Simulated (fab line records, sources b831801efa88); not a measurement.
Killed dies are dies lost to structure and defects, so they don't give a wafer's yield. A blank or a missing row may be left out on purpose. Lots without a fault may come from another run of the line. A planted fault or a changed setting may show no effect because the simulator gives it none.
One fault seen from 2 desks | flow gf180mcu | each desk has only its own numbers; what lay behind them comes last

THE METROLOGY DESK
What the gauges read, lot by lot, whatever tool the lot ran on: means of the sampled wafers that have a number. A lot is out of limits, marked OUT, if its mean lies more than 4 standard deviations from the usual mean; the brackets give that distance.
Columns: A = V4_CVD_02_THK at GF_V4_THK_MEAS_03, usual 852 nm
lot  | first seen here | A
L542 | day 23 12:18    | 863
L543 | day 24 00:14    | 847
L544 | day 24 04:03    | 856
L545 | day 24 16:30    | 845
L546 | day 24 21:28    | 844
L547 | day 25 01:06    | 846
L548 | day 25 12:25    | 844
L553 | day 27 05:24    | 845
L556 | day 28 03:49    | 855
L557 | day 28 08:35    | 865
L561 | day 29 23:25    | 865
L565 | day 30 15:49    | 866
L564 | day 30 17:08    | 863
This desk's finding: nothing out of limits on any of the 13 lots.

THE TOOL OWNER'S DESK: pvd_sputter-02
The tool's own readings at GF_MIM_SPUTTER_03 (material Ti, target thk 10 nm, time 6.7 s): means of the sampled wafers that have a number, for each lot that ran on this tool. A lot is out of limits, marked OUT, if its mean lies more than 4 standard deviations from the usual mean; the brackets give that distance.
Columns: A = throttle_valve_pct at GF_MIM_SPUTTER_03, usual 29.8 %
lot  | first seen here | A
L553 | day 28 03:35    | 30.2
L556 | day 29 01:06    | 30.4
L557 | day 29 05:43    | 30.4
This desk's finding: nothing out of limits on any of the 3 lots.

PUT TOGETHER
The metrology desk saw nothing out of limits.
The tool owner's desk saw nothing out of limits.

WHAT THE SIMULATOR HAD PUT IN
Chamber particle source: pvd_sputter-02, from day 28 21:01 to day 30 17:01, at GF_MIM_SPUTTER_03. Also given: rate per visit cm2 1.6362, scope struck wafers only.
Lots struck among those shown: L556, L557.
